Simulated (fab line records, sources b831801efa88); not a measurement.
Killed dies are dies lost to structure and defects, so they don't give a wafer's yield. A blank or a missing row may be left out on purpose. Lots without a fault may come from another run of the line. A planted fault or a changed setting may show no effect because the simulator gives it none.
Which tool did it? | flow gf180mcu | 14 lots, 42 wafers sampled, at 4 steps of a route of 602

WHAT THE GAUGES READ, wafer by wafer
GF_M2_THK_MEAS_06: measures by xrf. Usual: M2_ALCU_THK 451 nm, standard deviation 5.7.
lot  | measured     | on            | M2_ALCU_THK (nm) | flag
L631 | day 18 04:50 | film_metro-02 | 447 456 454      |
L633 | day 18 18:54 | film_metro-02 | 446 460 453      |
L634 | day 19 05:26 | film_metro-04 | 460 453 451      |
L635 | day 19 13:14 | film_metro-02 | 441 450 453      |
L636 | day 19 21:13 | film_metro-02 | 443 447 459      |
L639 | day 21 00:04 | film_metro-02 | 451 450 451      |
L641 | day 22 07:31 | film_metro-04 | 436 446 438      |
L643 | day 22 23:30 | film_metro-02 | 454 446 444      |
L644 | day 23 04:52 | film_metro-02 | 456 443 453      |
L650 | day 24 23:22 | film_metro-02 | 451 456 452      |
L651 | day 25 05:33 | film_metro-02 | 458 461 456      |
L653 | day 25 23:58 | film_metro-01 | 447 447 448      |
L652 | day 26 00:18 | film_metro-02 | 452 453 460      |
L654 | day 26 09:59 | film_metro-01 | 455 453 452      |

GF_V2_THK_MEAS_01. Usual: V2_CVD_00_THK 602 nm, standard deviation 9.7.
lot  | measured     | on            | V2_CVD_00_THK (nm) | flag
L631 | day 19 05:23 | film_metro-03 | 595 586 600        |
L633 | day 19 20:15 | film_metro-01 | 611 598 611        |
L634 | day 20 06:23 | film_metro-01 | 586 592 588        |
L635 | day 20 14:12 | film_metro-04 | 601 609 611        |
L636 | day 20 22:08 | film_metro-01 | 590 606 579        |
L639 | day 22 00:17 | film_metro-04 | 609 613 595        |
L641 | day 23 07:50 | film_metro-03 | 601 620 605        |
L643 | day 23 22:17 | film_metro-01 | 591 604 617        |
L644 | day 24 04:25 | film_metro-03 | 590 604 593        |
L650 | day 25 20:32 | film_metro-04 | 604 601 597        |
L651 | day 26 03:55 | film_metro-01 | 600 606 604        |
L653 | day 26 21:23 | film_metro-01 | 596 592 592        |
L652 | day 26 21:41 | film_metro-03 | 610 606 602        |
L654 | day 27 07:36 | film_metro-01 | 611 612 603        |

WHICH TOOL RAN EACH LOT (tool, then ch and the chambers of the sampled wafers, then the start)
lot  | GF_CONTACT_ETCH_16                 | GF_CONTACT_CLEAN_21
L631 | rie_diel-04 ch 2,3, day 16 02:23   | wet_bench-04 ch 2, day 16 02:50
L633 | rie_diel-02 ch 0,2,3, day 16 16:41 | wet_bench-02 ch 3, day 16 17:09
L634 | rie_diel-04 ch 0,1,3, day 17 02:20 | wet_bench-02 ch 0, day 17 02:47
L635 | rie_diel-02 ch 0,1, day 17 09:23   | wet_bench-02 ch 0, day 17 09:50
L636 | rie_diel-01 ch 0,2,3, day 17 15:47 | wet_bench-04 ch 1, day 17 16:14
L639 | rie_diel-02 ch 2,3, day 18 18:46   | wet_bench-04 ch 0, day 18 19:13
L641 | rie_diel-01 ch 0,1,3, day 20 02:53 | wet_bench-04 ch 0, day 20 03:21
L643 | rie_diel-04 ch 1,2,3, day 20 19:52 | wet_bench-04 ch 1, day 20 20:19
L644 | rie_diel-02 ch 1,3, day 21 01:20   | wet_bench-04 ch 2, day 21 01:47
L650 | rie_diel-01 ch 1,2,3, day 22 23:05 | wet_bench-02 ch 3, day 22 23:34
L651 | rie_diel-01 ch 0,1,3, day 23 04:19 | wet_bench-02 ch 3, day 23 04:46
L653 | rie_diel-02 ch 0,1,3, day 23 23:50 | wet_bench-04 ch 1, day 24 00:17
L652 | rie_diel-01 ch 0,2,3, day 24 00:11 | wet_bench-03 ch 3, day 24 00:38
L654 | rie_diel-01 ch 0,2,3, day 24 10:22 | wet_bench-02 ch 1, day 24 10:48
- GF_CONTACT_ETCH_16: etches BARC in N2/H2.
- GF_CONTACT_CLEAN_21: cleans in dHF, time 20 s.

WHAT THE TOOLS THEMSELVES READ (means of the sampled wafers that have a number; where no wafer has one, the mark that the record gives instead)
GF_CONTACT_ETCH_16. Usual: drypump_motor_current_A 5.7 A, standard deviation 0.51; oes_product_au 0.855 a.u., standard deviation 0.0053; throttle_valve_pct 13.224 %, standard deviation 0.01.
lot  | tool        | drypump_motor_current_A (A) | oes_product_au (a.u.) | throttle_valve_pct (%) | flag
L631 | rie_diel-04 | 5.7                         | 0.862                 | 13.219                 |
L633 | rie_diel-02 | 5.7                         | 0.854                 | 13.210                 |
L634 | rie_diel-04 | 5.5                         | 0.852                 | 13.229                 |
L635 | rie_diel-02 | 5.1                         | 0.854                 | 13.226                 |
L636 | rie_diel-01 | 6.0                         | 0.856                 | 13.220                 |
L639 | rie_diel-02 | 6.2                         | 0.857                 | 13.222                 |
L641 | rie_diel-01 | 5.8                         | 0.858                 | 13.236                 |
L643 | rie_diel-04 | 5.7                         | 0.853                 | 13.228                 |
L644 | rie_diel-02 | 5.9                         | 0.855                 | 13.239                 |
L650 | rie_diel-01 | 6.1                         | 0.854                 | 13.220                 |
L651 | rie_diel-01 | 5.8                         | 0.854                 | 13.219                 |
L653 | rie_diel-02 | 5.7                         | 0.852                 | 13.229                 |
L652 | rie_diel-01 | 6.1                         | 0.853                 | 13.231                 |
L654 | rie_diel-01 | 6.1                         | 0.854                 | 13.222                 |

GF_CONTACT_CLEAN_21. Usual: run_length_s 49.2 s, standard deviation 2.6.
lot  | tool         | run_length_s (s) | flag
L631 | wet_bench-04 | 51.5             |
L633 | wet_bench-02 | 51.1             |
L634 | wet_bench-02 | 47.4             |
L635 | wet_bench-02 | 47.6             |
L636 | wet_bench-04 | 47.7             |
L639 | wet_bench-04 | 47.2             |
L641 | wet_bench-04 | 47.7             |
L643 | wet_bench-04 | 33.2             | OFF
L644 | wet_bench-04 | 32.6             | OFF
L650 | wet_bench-02 | 51.7             |
L651 | wet_bench-02 | 52.2             |
L653 | wet_bench-04 | 47.4             |
L652 | wet_bench-03 | 46.0             |
L654 | wet_bench-02 | 45.6             |

THE ANSWER, worked out from the rows above alone
Rule: a lot is off if the mean of its wafers that have a number lies more than 3 standard deviations from the usual mean. A lot without any number at a reading at which 4 lots or more have one is off too. The other lots that the step has rows for count as sound. The gauges are gone through in route order, then the tools' own readings, and for those a lot's mean is taken as printed above. The first step at which some lot is off is used, and at that step the reading that is off furthest; a lot without a number counts as furthest.
Off: L643, L644, at GF_CONTACT_CLEAN_21 (run_length_s).
A tool fits if, at that step or a process step before it, it ran every lot that is off, and no sound lot after the first of them. None of those tried fits.

WHAT THE SIMULATOR HAD PUT IN
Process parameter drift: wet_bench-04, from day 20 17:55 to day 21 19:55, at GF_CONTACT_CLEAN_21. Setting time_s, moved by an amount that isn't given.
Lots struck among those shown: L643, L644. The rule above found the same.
